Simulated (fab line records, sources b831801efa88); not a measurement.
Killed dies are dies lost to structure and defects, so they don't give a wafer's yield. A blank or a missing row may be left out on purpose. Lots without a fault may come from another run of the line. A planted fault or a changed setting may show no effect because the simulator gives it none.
A struck lot beside a sound one | flow sfq_line | 28 steps out of a route of 325
Sound: wafers L508.1, L508.4, L508.6. Struck: wafer L513.4. (L513.5, L513.6 of the same lot were not struck and are left out.) The cause comes at the end.
At each step with rows: each side's tool, then ch and its chambers, then its first start. Under that, the readings that differ: sound wafers | struck wafers | difference of the means | sigmas: that difference in standard deviations of wafers without a fault.
alike: readings whose means differ by less than 2 such deviations, and words and numbers that are the same on both sides. not compared: withheld readings, readings that some wafer has no value for, bounds like >300 that may hide the same value, and numbers for which the record gives no deviation and whose values overlap.
The two part at a step that has a row with sigmas, a row that says differs or no value, or rows on one side only. Numbers that don't overlap but have no deviation are shown without sigmas and don't part them. A reading that every wafer of one side lacks parts them only if that side has two wafers or more.

first, 6 steps without rows for these wafers: SFQ_TRILAYER_M0_LITHO_COAT_026 (resist thk 62 nm); SFQ_TRILAYER_M0_LITHO_COAT_021 (resist thk 600 nm); SFQ_TRILAYER_M0_LITHO_SOFTBAKE_025; SFQ_TRILAYER_M0_LITHO_EXPOSE_022 (exposes mask M0, target cd 500 nm); SFQ_TRILAYER_M0_LITHO_PEB_024 (peb time 60 s); SFQ_TRILAYER_M0_LITHO_DEVELOP_023 (time 60 s).
SFQ_M0_OVL_MEAS_906:
  sound on overlay-01, day 11 19:25; struck on overlay-02, day 13 22:42
  alike: M0_OVL
SFQ_TRILAYER_M0_BARC_OPEN_METAL_ETCH_031: etches BARC in O2, target depth 125 nm, time 41.7 s.
  sound on rie_metal-03 ch 0,1, day 11 19:27; struck on rie_metal-02 ch 1, day 13 22:44
  alike: drypump_motor_current_A, oes_product_au
  not compared: rf_hours_counter_h
SFQ_TRILAYER_M0_ETCH_METAL_ETCH_024: etches Nb in Cl2/Ar, stops on SiO2, target depth 240 nm, time 120 s.
  sound on rie_metal-03 ch 0,1, day 11 19:31; struck on rie_metal-02 ch 1, day 13 22:49
  alike: drypump_motor_current_A, oes_product_au
  not compared: rf_hours_counter_h
then, 2 steps without rows for these wafers: SFQ_TRILAYER_M0_STRIP_STRIP_025 (strips in O2); SFQ_TRILAYER_M0_STRIP_SOLV_CLEAN_026 (cleans in NMP, time 600 s).
SFQ_TRILAYER_I0_DEP_PECVD_027: deposits SiO2 from SiH4/N2O, time 111.11 s, target thk 500 nm.
  sound on pecvd-04 ch 1,2, day 11 20:25; struck on pecvd-03 ch 1, day 13 23:43
  reading            | sound    | struck | difference | sigmas
  heater_power_w (W) | 87 67 88 | 120    | +39        | +2
  alike: heater_power_outer_w, throttle_valve_pct
SFQ_TRILAYER_I0_CMP_CMP_028: polishes SiO2.
  sound on cmp-01 ch 0,2,3, day 11 20:30; struck on cmp-02 ch 3, day 14 12:13
  reading                                             | sound             | struck | difference | sigmas
  model.SiO2_of_TRILAYER_I0_DEP_PECVD_027.thk_nm (nm) | 201.8 199.7 199.4 | 182.1  | -18.2      |
  alike: motor_current_A, platen_rpm, time_to_endpoint_s
SFQ_I0_BOW_MEAS_907:
  sound on film_metro-02, day 11 23:30; struck on film_metro-02, day 14 14:17
  alike: I0_BOW
SFQ_TRILAYER_I0_METRO_MEASURE_029:
  sound on film_metro-02, day 11 23:37; struck on film_metro-02, day 14 14:56
  reading     | sound             | struck | difference | sigmas
  thk_nm (nm) | 201.9 199.7 199.5 | 182.2  | -18.2      | -18
then, 6 steps without rows for these wafers: SFQ_TRILAYER_I0_VIA_LITHO_COAT_036 (resist thk 62 nm); SFQ_TRILAYER_I0_VIA_LITHO_COAT_031 (resist thk 650 nm); SFQ_TRILAYER_I0_VIA_LITHO_SOFTBAKE_035; SFQ_TRILAYER_I0_VIA_LITHO_EXPOSE_032 (exposes mask I0, target cd 500 nm); SFQ_TRILAYER_I0_VIA_LITHO_PEB_034 (peb time 60 s); SFQ_TRILAYER_I0_VIA_LITHO_DEVELOP_033 (time 60 s).
-- the record jumps here: 5 days lie between the struck wafers' starts before and after --
SFQ_I0_OVL_MEAS_908:
  sound on overlay-02, day 17 03:16; struck on overlay-01, day 20 02:15
  reading     | sound     | struck | difference | sigmas
  I0_OVL (nm) | -5 -7 -11 | 4      | +12        | +2
SFQ_TRILAYER_I0_VIA_BARC_OPEN_VIA_ETCH_046: etches BARC in O2, target depth 125 nm, time 41.7 s.
  sound on rie_diel-02 ch 0,1,3, day 17 03:17; struck on rie_diel-01 ch 0, day 20 02:16
  alike: drypump_motor_current_A, oes_product_au
  not compared: rf_hours_counter_h
SFQ_TRILAYER_I0_VIA_ETCH_VIA_ETCH_034: etches SiO2 in CHF3, stops on Nb, target depth 260 nm.
  sound on rie_diel-02 ch 0,1,3, day 17 03:20; struck on rie_diel-01 ch 0, day 20 02:19
  reading                        | sound             | struck | difference | sigmas
  oes_product_au (a.u.)          | 0.860 0.857 0.854 | 0.810  | -0.047     | -10
  model.I0.feature_depth_nm (nm) | 201.8 199.7 199.4 | 182.1  | -18.2      |
  model.etch.depth_nm (nm)       | 201.8 199.7 199.4 | 182.1  | -18.2      |
  alike: drypump_motor_current_A
SFQ_TRILAYER_I0_VIA_STRIP_STRIP_035: strips in O2.
  sound on rie_metal-02 ch 0,1, day 17 03:26; struck on rie_metal-04 ch 1, day 20 02:37
  reading                     | sound       | struck | difference | sigmas
  drypump_motor_current_A (A) | 5.9 6.2 6.2 | 5.1    | -1.0       | -3
  alike: oes_product_au
  not compared: rf_hours_counter_h
then, 1 step without rows for these wafers: SFQ_TRILAYER_I0_VIA_STRIP_SOLV_CLEAN_036 (cleans in NMP, time 600 s).
SFQ_TRILAYER_M1_DEP_PRE_CLEAN_038: time 22.5 s.
  sound on pvd_sputter-05, day 17 04:14; struck on pvd_sputter-05, day 20 03:11
  reading                                             | sound             | struck | difference | sigmas
  model.SiO2_of_TRILAYER_I0_DEP_PECVD_027.thk_nm (nm) | 194.3 192.2 191.9 | 174.6  | -18.2      |
then, 1 step without rows for these wafers: SFQ_TRILAYER_M1_DEP_SPUTTER_037 (material Nb, target thk 200 nm, time 133.3 s).

WHERE THEY PART
First at SFQ_TRILAYER_I0_DEP_PECVD_027; last, within this record, at SFQ_TRILAYER_I0_VIA_STRIP_STRIP_035.

WHY: what the simulator had put in
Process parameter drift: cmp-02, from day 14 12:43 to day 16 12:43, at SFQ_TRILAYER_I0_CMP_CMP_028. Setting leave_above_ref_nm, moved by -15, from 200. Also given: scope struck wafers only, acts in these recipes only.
